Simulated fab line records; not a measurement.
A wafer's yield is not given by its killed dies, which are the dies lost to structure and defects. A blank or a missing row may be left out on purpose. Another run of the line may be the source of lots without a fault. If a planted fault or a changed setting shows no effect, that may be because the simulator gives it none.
Chamber matching | flow gf180mcu | 3 sister chambers for GF_CONTACT_CVD_02 on pecvd-01
The step deposits SiO2 from TEOS, target thk 860 nm, time 95.992 s. 3 wafers are shown with their chamber, then 10 later ones without.

WAFERS PAIRED WITH THEIR CHAMBERS
wafer  | chamber | heater-power-w (W)
L689.5 | 1       | 483
L691.3 | 0       | 656
L694.4 | 2       | 443

WAFERS WITH NO CHAMBER GIVEN
wafer  | heater-power-w (W)
L694.5 | 733
L695.4 | 545
L695.5 | 556
L695.6 | 703
L698.1 | 514
L698.3 | 666
L698.6 | 719
L699.1 | 680
L699.3 | 560
L699.4 | 712

EACH ONE'S CHAMBER
wafer  | from the rows above          | in truth
L694.5 | 0                            | 0
L695.4 | can't be placed: 1 or 2 or 0 | 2
L695.5 | can't be placed: 1 or 0 or 2 | 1
L695.6 | 0                            | 0
L698.1 | can't be placed: 1 or 2 or 0 | 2
L698.3 | 0                            | 0
L698.6 | 0                            | 0
L699.1 | 0                            | 0
L699.3 | can't be placed: 1 or 0 or 2 | 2
L699.4 | 0                            | 0
Correctly placed: 6 of 10. Unplaceable from these rows: 4, with the true chamber sitting among the candidates in 4. Placed wrongly: 0.
How it was worked out, from the rows above alone: a wafer's distance from a chamber is the root of the sum, over the readings, of the square of ((its reading less the chamber's mean) divided by the reading's scatter). The wafer belongs to the nearest chamber; if the next one is less than 2 further off, it can't be placed. For every chamber, the mean is computed from those of its wafers that are shown. The scatter: with one shown wafer a chamber, the root of the mean of the squares of how far each hidden wafer lies from its nearest shown one.
